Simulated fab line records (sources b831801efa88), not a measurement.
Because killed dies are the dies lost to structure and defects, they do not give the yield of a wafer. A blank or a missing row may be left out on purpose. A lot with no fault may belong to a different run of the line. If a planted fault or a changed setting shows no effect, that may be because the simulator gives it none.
fab line records :: flow gf180mcu :: part 2 of 2: steps 29 to 38 of 38
[record]
  lots = 5
  wafers = 15
  last-day = 34
route steps=602 shown MIM@503 M5@526 V5@540
lots that met no fault: from a run of the same line without faults
start-h: start of the lot's first displayed wafer, in hours after the record's first day :: wait-h: hours elapsed since this lot's preceding step :: " as in the row above :: L1.1+2: one row covering several wafers at once :: - no value present, or no start provided :: * or withheld: withheld :: < > ~ a bound
route shown NAME@n: a module of which the file shows steps, and the number in the route of the first :: usual: average and standard deviation across the fault-free wafers :: same: alike in all rows :: chamber/n: place in a boat :: sites: per-site readings :: _std_site: standard deviation of those values :: _edge_site: outer sites' mean less inner sites' :: radius-mm: how far each site lies from the wafer's centre :: mask NAME#n: copy n :: behind: the most recent tool/chamber to have shaped the wafer :: hold: the reason the lot was held/the length of the hold in hours/how it ended :: device: transistor that didn't switch, given as n, p or np :: end of line: at the end of the route, the tests of the same wafers :: where a step has no rows: the recipe by itself :: killed: not the wafer's yield, but the dies lost to structure and defects at the first sort :: map: a wafer's dies, x killed, . not, _ none there
set.NAME: the run value of the setting; set.NAME@STEP: its run value at that earlier step :: model.NAME: the simulator's own value behind a step, which no gauge read
lots seen at some steps along the route; tables by step, rows by wafer
services: when a tool's chamber went out of use (start-h, in hours from the record's first day, below 0 if earlier), for how many hours, and the reason
[[steps]]
[step GF_M5_PEB_05]
[recipe]
  peb-temp-c = 135
  peb-time-s = 90
  resist = KrF
lot.wafer: L076.4+5+6
tool: litho-track-01
chamber: 0
start-h: -
wait-h: -

lot.wafer: L085.1+2+4
tool: litho-track-01
chamber: 0
start-h: -
wait-h: -

lot.wafer: L089.2+4+6
tool: litho-track-04
chamber: 0
start-h: -
wait-h: -

lot.wafer: L090.1+3+5
tool: litho-track-03
chamber: 0
start-h: -
wait-h: -

lot.wafer: L096.1+3+4
tool: litho-track-04
chamber: 0
start-h: -
wait-h: -
[step GF_M5_DEVELOP_06]
[recipe]
  develop-time-s = 60
  dev-temp-c = 21
lot.wafer: L076.4+5+6
tool: litho-track-01
chamber: 0
start-h: 619.76
wait-h: 0.1

lot.wafer: L085.1+2+4
tool: litho-track-01
chamber: 0
start-h: 689.88
wait-h: 0.2

lot.wafer: L089.2+4+6
tool: litho-track-04
chamber: 0
start-h: 714.07
wait-h: 0.2

lot.wafer: L090.1+3+5
tool: litho-track-03
chamber: 0
start-h: 717.02
wait-h: 0.2

lot.wafer: L096.1+3+4
tool: litho-track-04
chamber: 0
start-h: 755.49
wait-h: 0.2
[step GF_M5_CD_MEAS_07]
[recipe]
  target-cd-nm = 280
[usual]
  cd-nm = 280.1/1.3
lot.wafer: L076.4
tool: cd-sem-02
chamber: -
start-h: 619.89
wait-h: 0.1
cd-nm: 280.5

lot.wafer: L076.5
tool: cd-sem-02
chamber: -
start-h: 619.89
wait-h: 0.1
cd-nm: 279.6

lot.wafer: L076.6
tool: cd-sem-02
chamber: -
start-h: 619.89
wait-h: 0.1
cd-nm: 280.9

lot.wafer: L085.1
tool: cd-sem-02
chamber: -
start-h: 690.03
wait-h: 0.1
cd-nm: 280.8

lot.wafer: L085.2
tool: cd-sem-02
chamber: -
start-h: 690.03
wait-h: 0.1
cd-nm: 281.0

lot.wafer: L085.4
tool: cd-sem-02
chamber: -
start-h: 690.03
wait-h: 0.1
cd-nm: 281.3

lot.wafer: L089.2
tool: cd-sem-02
chamber: -
start-h: 714.21
wait-h: 0.1
cd-nm: 279.7

lot.wafer: L089.4
tool: cd-sem-02
chamber: -
start-h: 714.21
wait-h: 0.1
cd-nm: 280.7

lot.wafer: L089.6
tool: cd-sem-02
chamber: -
start-h: 714.21
wait-h: 0.1
cd-nm: 280.6

lot.wafer: L090.1
tool: cd-sem-01
chamber: -
start-h: 717.17
wait-h: 0.1
cd-nm: 281.9

lot.wafer: L090.3
tool: cd-sem-01
chamber: -
start-h: 717.17
wait-h: 0.1
cd-nm: 281.4

lot.wafer: L090.5
tool: cd-sem-01
chamber: -
start-h: 717.17
wait-h: 0.1
cd-nm: 283.1

lot.wafer: L096.1
tool: cd-sem-01
chamber: -
start-h: 755.64
wait-h: 0.1
cd-nm: 279.0

lot.wafer: L096.3
tool: cd-sem-01
chamber: -
start-h: 755.64
wait-h: 0.1
cd-nm: 280.1

lot.wafer: L096.4
tool: cd-sem-01
chamber: -
start-h: 755.64
wait-h: 0.1
cd-nm: 279.3
[step GF_M5_OVL_MEAS_08]
[usual]
  M5_OVL = 4/5.3
lot.wafer: L076.4
tool: overlay-01
chamber: -
start-h: 619.97
wait-h: 0.1
M5_OVL[nm]: 1

lot.wafer: L076.5
tool: overlay-01
chamber: -
start-h: 619.97
wait-h: 0.1
M5_OVL[nm]: -6

lot.wafer: L076.6
tool: overlay-01
chamber: -
start-h: 619.97
wait-h: 0.1
M5_OVL[nm]: 6

lot.wafer: L085.1
tool: overlay-01
chamber: -
start-h: 690.15
wait-h: 0.1
M5_OVL[nm]: 8

lot.wafer: L085.2
tool: overlay-01
chamber: -
start-h: 690.15
wait-h: 0.1
M5_OVL[nm]: 4

lot.wafer: L085.4
tool: overlay-01
chamber: -
start-h: 690.15
wait-h: 0.1
M5_OVL[nm]: 8

lot.wafer: L089.2
tool: overlay-01
chamber: -
start-h: 714.32
wait-h: 0.1
M5_OVL[nm]: 6

lot.wafer: L089.4
tool: overlay-01
chamber: -
start-h: 714.32
wait-h: 0.1
M5_OVL[nm]: 2

lot.wafer: L089.6
tool: overlay-01
chamber: -
start-h: 714.32
wait-h: 0.1
M5_OVL[nm]: 3

lot.wafer: L090.1
tool: overlay-02
chamber: -
start-h: 717.29
wait-h: 0.1
M5_OVL[nm]: 15

lot.wafer: L090.3
tool: overlay-02
chamber: -
start-h: 717.29
wait-h: 0.1
M5_OVL[nm]: 14

lot.wafer: L090.5
tool: overlay-02
chamber: -
start-h: 717.29
wait-h: 0.1
M5_OVL[nm]: 20

lot.wafer: L096.1
tool: overlay-01
chamber: -
start-h: 755.76
wait-h: 0.1
M5_OVL[nm]: 15

lot.wafer: L096.3
tool: overlay-01
chamber: -
start-h: 755.76
wait-h: 0.1
M5_OVL[nm]: 11

lot.wafer: L096.4
tool: overlay-01
chamber: -
start-h: 755.76
wait-h: 0.1
M5_OVL[nm]: 5
[step GF_M5_ETCH_09]
[recipe]
  chemistry = CF4/O2
  target = Si3N4
  target-depth-nm = 52
  source-w = 800
  bias-w = 150
  pressure-mtorr = 150
  cf4-flow-sccm = 80
  O2_flow_sccm = 10
  time-s = 11.6
[usual]
  drypump-motor-current-A = 5.8/0.44
  oes-product-au = 1.002/0.012
  throttle-valve-pct = 5.971/0.0095
lot.wafer: L076.4
tool: rie-diel-01
chamber: 0
start-h: 620.00
wait-h: 0.0
drypump-motor-current-A: 5.1
oes-product-au: 0.988
rf-hours-counter-h: -
throttle-valve-pct: 5.964

lot.wafer: L076.5
tool: rie-diel-01
chamber: 1
start-h: 620.00
wait-h: 0.0
drypump-motor-current-A: 5.7
oes-product-au: 0.998
rf-hours-counter-h: -
throttle-valve-pct: 5.978

lot.wafer: L076.6
tool: rie-diel-01
chamber: 3
start-h: 620.00
wait-h: 0.0
drypump-motor-current-A: 5.5
oes-product-au: 1.009
rf-hours-counter-h: -
throttle-valve-pct: 5.964

lot.wafer: L085.1
tool: rie-diel-03
chamber: 3
start-h: 690.19
wait-h: 0.0
drypump-motor-current-A: 6.0
oes-product-au: 1.021
rf-hours-counter-h: 14
throttle-valve-pct: 5.959

lot.wafer: L085.2
tool: rie-diel-03
chamber: 0
start-h: 690.19
wait-h: 0.0
drypump-motor-current-A: 6.0
oes-product-au: 0.991
rf-hours-counter-h: 8
throttle-valve-pct: 5.967

lot.wafer: L085.4
tool: rie-diel-03
chamber: 1
start-h: 690.19
wait-h: 0.0
drypump-motor-current-A: 6.5
oes-product-au: 0.991
rf-hours-counter-h: -
throttle-valve-pct: 5.958

lot.wafer: L089.2
tool: rie-diel-04
chamber: 1
start-h: 714.35
wait-h: 0.0
drypump-motor-current-A: 5.8
oes-product-au: 1.023
rf-hours-counter-h: 18
throttle-valve-pct: 5.973

lot.wafer: L089.4
tool: rie-diel-04
chamber: 3
start-h: 714.35
wait-h: 0.0
drypump-motor-current-A: 6.0
oes-product-au: 0.989
rf-hours-counter-h: 15
throttle-valve-pct: 5.971

lot.wafer: L089.6
tool: rie-diel-04
chamber: 3
start-h: 714.35
wait-h: 0.0
drypump-motor-current-A: 6.0
oes-product-au: 0.984
rf-hours-counter-h: -
throttle-valve-pct: 5.970

lot.wafer: L090.1
tool: rie-diel-01
chamber: 0
start-h: 717.33
wait-h: 0.0
drypump-motor-current-A: 5.1
oes-product-au: 1.006
rf-hours-counter-h: 6
throttle-valve-pct: 5.961

lot.wafer: L090.3
tool: rie-diel-01
chamber: 1
start-h: 717.33
wait-h: 0.0
drypump-motor-current-A: 5.7
oes-product-au: 1.009
rf-hours-counter-h: 19
throttle-valve-pct: 5.986

lot.wafer: L090.5
tool: rie-diel-01
chamber: 2
start-h: 717.33
wait-h: 0.0
drypump-motor-current-A: 5.8
oes-product-au: 1.006
rf-hours-counter-h: -
throttle-valve-pct: 5.962

lot.wafer: L096.1
tool: rie-diel-01
chamber: 3
start-h: 755.80
wait-h: 0.0
drypump-motor-current-A: 5.4
oes-product-au: 1.003
rf-hours-counter-h: 47
throttle-valve-pct: 5.974

lot.wafer: L096.3
tool: rie-diel-01
chamber: 1
start-h: 755.80
wait-h: 0.0
drypump-motor-current-A: 5.7
oes-product-au: 1.000
rf-hours-counter-h: 21
throttle-valve-pct: 5.966

lot.wafer: L096.4
tool: rie-diel-01
chamber: 2
start-h: 755.80
wait-h: 0.0
drypump-motor-current-A: 5.7
oes-product-au: 1.000
rf-hours-counter-h: 13
throttle-valve-pct: 5.973
[step GF_M5_METAL_ETCH_10]
[recipe]
  chemistry = Cl2/BCl3
  mask-material = KrF
  target-depth-nm = 750.8
  stop-on = SiO2
  pressure-mtorr = 8
  icp-w = 800
  bias-w = 140
  Cl2_flow_sccm = 80
  bcl3-flow-sccm = 40
  time-s = 125.1
[usual]
  drypump-motor-current-A = 5.7/0.56
  he-backside-leak-sccm = 3.31/0.28
  oes-product-au = 0.990/0.0057
  throttle-valve-pct = 28.229/0.0095
lot.wafer: L076.4
tool: rie-metal-03
chamber: 1
start-h: 620.05
wait-h: 0.0
drypump-motor-current-A: 6.0
he-backside-leak-sccm: 2.99
oes-product-au: 0.998
rf-hours-counter-h: -
throttle-valve-pct: 28.233

lot.wafer: L076.5
tool: rie-metal-03
chamber: 1
start-h: 620.05
wait-h: 0.0
drypump-motor-current-A: 6.0
he-backside-leak-sccm: 2.97
oes-product-au: 0.982
rf-hours-counter-h: -
throttle-valve-pct: 28.236

lot.wafer: L076.6
tool: rie-metal-03
chamber: 0
start-h: 620.05
wait-h: 0.0
drypump-motor-current-A: 5.0
he-backside-leak-sccm: 2.98
oes-product-au: 0.984
rf-hours-counter-h: -
throttle-valve-pct: 28.234

lot.wafer: L085.1
tool: rie-metal-01
chamber: 1
start-h: 690.21
wait-h: 0.0
drypump-motor-current-A: 6.6
he-backside-leak-sccm: 3.40
oes-product-au: 0.988
rf-hours-counter-h: 1
throttle-valve-pct: 28.236

lot.wafer: L085.2
tool: rie-metal-01
chamber: 1
start-h: 690.21
wait-h: 0.0
drypump-motor-current-A: 6.6
he-backside-leak-sccm: 3.23
oes-product-au: 0.994
rf-hours-counter-h: -
throttle-valve-pct: 28.221

lot.wafer: L085.4
tool: rie-metal-01
chamber: 1
start-h: 690.21
wait-h: 0.0
drypump-motor-current-A: 6.5
he-backside-leak-sccm: 3.12
oes-product-au: 0.989
rf-hours-counter-h: -
throttle-valve-pct: 28.225

lot.wafer: L089.2
tool: rie-metal-02
chamber: 1
start-h: 714.37
wait-h: 0.0
drypump-motor-current-A: 5.9
he-backside-leak-sccm: 3.40
oes-product-au: 0.997
rf-hours-counter-h: 2
throttle-valve-pct: 28.233

lot.wafer: L089.4
tool: rie-metal-02
chamber: 0
start-h: 714.37
wait-h: 0.0
drypump-motor-current-A: 5.1
he-backside-leak-sccm: 3.27
oes-product-au: 0.985
rf-hours-counter-h: -
throttle-valve-pct: 28.244

lot.wafer: L089.6
tool: rie-metal-02
chamber: 1
start-h: 714.37
wait-h: 0.0
drypump-motor-current-A: 5.9
he-backside-leak-sccm: 3.50
oes-product-au: 0.997
rf-hours-counter-h: -
throttle-valve-pct: 28.228

lot.wafer: L090.1
tool: rie-metal-02
chamber: 1
start-h: 717.35
wait-h: 0.0
drypump-motor-current-A: 5.9
he-backside-leak-sccm: 3.49
oes-product-au: 0.998
rf-hours-counter-h: 3
throttle-valve-pct: 28.229

lot.wafer: L090.3
tool: rie-metal-02
chamber: 0
start-h: 717.35
wait-h: 0.0
drypump-motor-current-A: 5.1
he-backside-leak-sccm: 3.26
oes-product-au: 0.992
rf-hours-counter-h: -
throttle-valve-pct: 28.226

lot.wafer: L090.5
tool: rie-metal-02
chamber: 0
start-h: 717.35
wait-h: 0.0
drypump-motor-current-A: 5.1
he-backside-leak-sccm: 3.29
oes-product-au: 0.982
rf-hours-counter-h: -
throttle-valve-pct: 28.219

lot.wafer: L096.1
tool: rie-metal-01
chamber: 1
start-h: 755.82
wait-h: 0.0
drypump-motor-current-A: 6.6
he-backside-leak-sccm: 3.39
oes-product-au: 0.988
rf-hours-counter-h: 5
throttle-valve-pct: 28.220

lot.wafer: L096.3
tool: rie-metal-01
chamber: 0
start-h: 755.82
wait-h: 0.0
drypump-motor-current-A: 5.2
he-backside-leak-sccm: 3.38
oes-product-au: 0.991
rf-hours-counter-h: -
throttle-valve-pct: 28.248

lot.wafer: L096.4
tool: rie-metal-01
chamber: 1
start-h: 755.82
wait-h: 0.0
drypump-motor-current-A: 6.6
he-backside-leak-sccm: 3.28
oes-product-au: 0.997
rf-hours-counter-h: -
throttle-valve-pct: 28.233
[step GF_M5_STRIP_11]
[recipe]
  chemistry = O2/N2
  power-w = 1400
  pressure-mtorr = 1500
  platen-temp-c = 250
  o2-flow-sccm = 3000
  n2-flow-sccm = 300
  overash-fraction = 0.5
[usual]
  drypump-motor-current-A = 5.7/0.61
  heater-power-w = 312/26
  oes-product-au = 0.524/0.0045
  strip-time-to-endpoint-s = 7.05/0.045
lot.wafer: L076.4
tool: plasma-asher-04
chamber: 1
start-h: 620.17
wait-h: 0.1
drypump-motor-current-A: 6.1
heater-power-w: 304
oes-product-au: 0.530
rf-hours-counter-h: -
strip-time-to-endpoint-s: 7.12

lot.wafer: L076.5
tool: plasma-asher-04
chamber: 1
start-h: 620.17
wait-h: 0.1
drypump-motor-current-A: 6.1
heater-power-w: 298
oes-product-au: 0.523
rf-hours-counter-h: -
strip-time-to-endpoint-s: 7.10

lot.wafer: L076.6
tool: plasma-asher-04
chamber: 0
start-h: 620.17
wait-h: 0.1
drypump-motor-current-A: 4.8
heater-power-w: 310
oes-product-au: 0.521
rf-hours-counter-h: -
strip-time-to-endpoint-s: 7.15

lot.wafer: L085.1
tool: plasma-asher-04
chamber: 0
start-h: 690.47
wait-h: 0.2
drypump-motor-current-A: 4.8
heater-power-w: 299
oes-product-au: 0.518
rf-hours-counter-h: 31
strip-time-to-endpoint-s: 7.07

lot.wafer: L085.2
tool: plasma-asher-04
chamber: 1
start-h: 690.47
wait-h: 0.2
drypump-motor-current-A: 6.1
heater-power-w: 305
oes-product-au: 0.529
rf-hours-counter-h: 31
strip-time-to-endpoint-s: 7.06

lot.wafer: L085.4
tool: plasma-asher-04
chamber: 1
start-h: 690.47
wait-h: 0.2
drypump-motor-current-A: 6.0
heater-power-w: 296
oes-product-au: 0.519
rf-hours-counter-h: -
strip-time-to-endpoint-s: 7.12

lot.wafer: L089.2
tool: plasma-asher-03
chamber: 0
start-h: 714.50
wait-h: 0.1
drypump-motor-current-A: 6.0
heater-power-w: 256
oes-product-au: 0.514
rf-hours-counter-h: 53
strip-time-to-endpoint-s: 6.94

lot.wafer: L089.4
tool: plasma-asher-03
chamber: 1
start-h: 714.50
wait-h: 0.1
drypump-motor-current-A: 6.3
heater-power-w: 356
oes-product-au: 0.516
rf-hours-counter-h: -
strip-time-to-endpoint-s: 7.12

lot.wafer: L089.6
tool: plasma-asher-03
chamber: 1
start-h: 714.50
wait-h: 0.1
drypump-motor-current-A: 6.3
heater-power-w: 356
oes-product-au: 0.517
rf-hours-counter-h: -
strip-time-to-endpoint-s: 7.01

lot.wafer: L090.1
tool: plasma-asher-04
chamber: 1
start-h: 717.48
wait-h: 0.1
drypump-motor-current-A: 6.1
heater-power-w: 290
oes-product-au: 0.519
rf-hours-counter-h: 33
strip-time-to-endpoint-s: 7.06

lot.wafer: L090.3
tool: plasma-asher-04
chamber: 1
start-h: 717.48
wait-h: 0.1
drypump-motor-current-A: 6.1
heater-power-w: 307
oes-product-au: 0.526
rf-hours-counter-h: -
strip-time-to-endpoint-s: 7.01

lot.wafer: L090.5
tool: plasma-asher-04
chamber: 1
start-h: 717.48
wait-h: 0.1
drypump-motor-current-A: 6.1
heater-power-w: 293
oes-product-au: 0.532
rf-hours-counter-h: -
strip-time-to-endpoint-s: 7.11

lot.wafer: L096.1
tool: plasma-asher-03
chamber: 1
start-h: 755.95
wait-h: 0.1
drypump-motor-current-A: 6.2
heater-power-w: 353
oes-product-au: 0.526
rf-hours-counter-h: 58
strip-time-to-endpoint-s: 7.09

lot.wafer: L096.3
tool: plasma-asher-03
chamber: 1
start-h: 755.95
wait-h: 0.1
drypump-motor-current-A: 6.2
heater-power-w: 359
oes-product-au: 0.526
rf-hours-counter-h: -
strip-time-to-endpoint-s: 7.03

lot.wafer: L096.4
tool: plasma-asher-03
chamber: 0
start-h: 755.95
wait-h: 0.1
drypump-motor-current-A: 6.0
heater-power-w: 264
oes-product-au: 0.518
rf-hours-counter-h: -
strip-time-to-endpoint-s: 7.07
[step GF_M5_STRIP_12]
[recipe]
  chemistry = post-etch-residue-remover
  time-s = 1200
  temp-c = 72.5
[usual]
  temp-c = 72.53/0.12
lot.wafer: L076.4
tool: wet-bench-03
chamber: 2
start-h: 620.24
wait-h: 0.0
temp-c: 72.66

lot.wafer: L076.5
tool: wet-bench-03
chamber: 2
start-h: 620.24
wait-h: 0.0
temp-c: 72.56

lot.wafer: L076.6
tool: wet-bench-03
chamber: 2
start-h: 620.24
wait-h: 0.0
temp-c: 72.74

lot.wafer: L085.1
tool: wet-bench-03
chamber: 3
start-h: 690.57
wait-h: 0.1
temp-c: 72.58

lot.wafer: L085.2
tool: wet-bench-03
chamber: 3
start-h: 690.57
wait-h: 0.1
temp-c: 72.67

lot.wafer: L085.4
tool: wet-bench-03
chamber: 3
start-h: 690.57
wait-h: 0.1
temp-c: 72.67

lot.wafer: L089.2
tool: wet-bench-03
chamber: 0
start-h: 714.60
wait-h: 0.1
temp-c: 72.69

lot.wafer: L089.4
tool: wet-bench-03
chamber: 0
start-h: 714.60
wait-h: 0.1
temp-c: 72.66

lot.wafer: L089.6
tool: wet-bench-03
chamber: 0
start-h: 714.60
wait-h: 0.1
temp-c: 72.73

lot.wafer: L090.1
tool: wet-bench-02
chamber: 1
start-h: 717.58
wait-h: 0.1
temp-c: 72.53

lot.wafer: L090.3
tool: wet-bench-02
chamber: 1
start-h: 717.58
wait-h: 0.1
temp-c: 72.49

lot.wafer: L090.5
tool: wet-bench-02
chamber: 1
start-h: 717.58
wait-h: 0.1
temp-c: 72.54

lot.wafer: L096.1
tool: wet-bench-04
chamber: 2
start-h: 756.05
wait-h: 0.1
temp-c: 72.58

lot.wafer: L096.3
tool: wet-bench-04
chamber: 2
start-h: 756.05
wait-h: 0.1
temp-c: 72.66

lot.wafer: L096.4
tool: wet-bench-04
chamber: 2
start-h: 756.05
wait-h: 0.1
temp-c: 72.60
[step GF_M5_CLEAN_13]
[recipe]
  chemistry = DIW
  dry = n2-spin
lot.wafer: L076.4+5+6
tool: wet-bench-04
chamber: 0
start-h: 620.65
wait-h: 0.0

lot.wafer: L085.1+2+4
tool: wet-bench-02
chamber: 1
start-h: 690.91
wait-h: 0.0

lot.wafer: L089.2+4+6
tool: wet-bench-04
chamber: 1
start-h: 714.94
wait-h: 0.0

lot.wafer: L090.1+3+5
tool: wet-bench-03
chamber: 2
start-h: 717.92
wait-h: 0.0

lot.wafer: L096.1+3+4
tool: wet-bench-03
chamber: 3
start-h: 756.39
wait-h: 0.0
[step GF_V5_CVD_00]
[recipe]
  material = SiO2
  target-thk-nm = 300
  sigma-open-frac = 0.3
  temp-c = 400
  time-s = 50
  sih4-flow-sccm = 60
  pressure-mtorr = 6
lot.wafer: L076.4+5+6
tool: hdpcvd-02
chamber: 1,0,2
start-h: 620.76
wait-h: 0.0

lot.wafer: L085.1+2+4
tool: hdpcvd-02
chamber: 0,2,2
start-h: 691.00
wait-h: 0.0

lot.wafer: L089.2+4+6
tool: hdpcvd-01
chamber: 1,2,0
start-h: 715.03
wait-h: 0.0

lot.wafer: L090.1+3+5
tool: hdpcvd-01
chamber: 2,0,1
start-h: 718.01
wait-h: 0.0

lot.wafer: L096.1+3+4
tool: hdpcvd-01
chamber: 0,1,1
start-h: 756.50
wait-h: 0.0
[[services]]
tool: pvd-sputter-04
chamber: -
start-h: 563.51
hours: 2.9
kind: repair

tool: rie-diel-01
chamber: 2
start-h: 572.74
hours: 1.6
kind: repair

tool: rie-diel-01
chamber: -
start-h: 586.68
hours: 4.3
kind: pm

tool: rie-diel-01
chamber: 0
start-h: 596.26
hours: 18.9
kind: repair

tool: pvd-sputter-01
chamber: -
start-h: 598.00
hours: 3.4
kind: repair

tool: pecvd-03
chamber: 2
start-h: 600.51
hours: 9.8
kind: repair

tool: rie-metal-01
chamber: 0
start-h: 607.01
hours: 2.6
kind: repair

tool: krf-scanner-02
chamber: -
start-h: 609.57
hours: 1.0
kind: pm

tool: rie-metal-01
chamber: 1
start-h: 610.80
hours: 3.6
kind: repair

tool: rie-diel-01
chamber: 2
start-h: 611.98
hours: 9.6
kind: repair

tool: krf-scanner-02
chamber: -
start-h: 630.69
hours: 1.0
kind: repair

tool: krf-scanner-02
chamber: -
start-h: 631.85
hours: 0.8
kind: pm

tool: pvd-sputter-02
chamber: -
start-h: 638.82
hours: 0.6
kind: repair

tool: hdpcvd-01
chamber: -
start-h: 639.05
hours: 0.6
kind: repair

tool: rie-metal-02
chamber: 0
start-h: 659.97
hours: 2.8
kind: repair

tool: plasma-asher-04
chamber: -
start-h: 660.79
hours: 2.1
kind: repair

tool: wet-bench-02
chamber: -
start-h: 662.05
hours: 2.8
kind: repair

tool: pvd-sputter-02
chamber: -
start-h: 680.23
hours: 3.1
kind: repair

tool: rie-metal-02
chamber: -
start-h: 686.07
hours: 1.5
kind: repair

tool: rie-metal-01
chamber: 1
start-h: 697.04
hours: 24.3
kind: repair

tool: rie-metal-02
chamber: -
start-h: 734.91
hours: 15.6
kind: pm

tool: wet-bench-03
chamber: -
start-h: 737.48
hours: 1.7
kind: repair

tool: pvd-sputter-02
chamber: -
start-h: 745.82
hours: 1.0
kind: repair

tool: wet-bench-02
chamber: -
start-h: 750.78
hours: 1.9
kind: pm
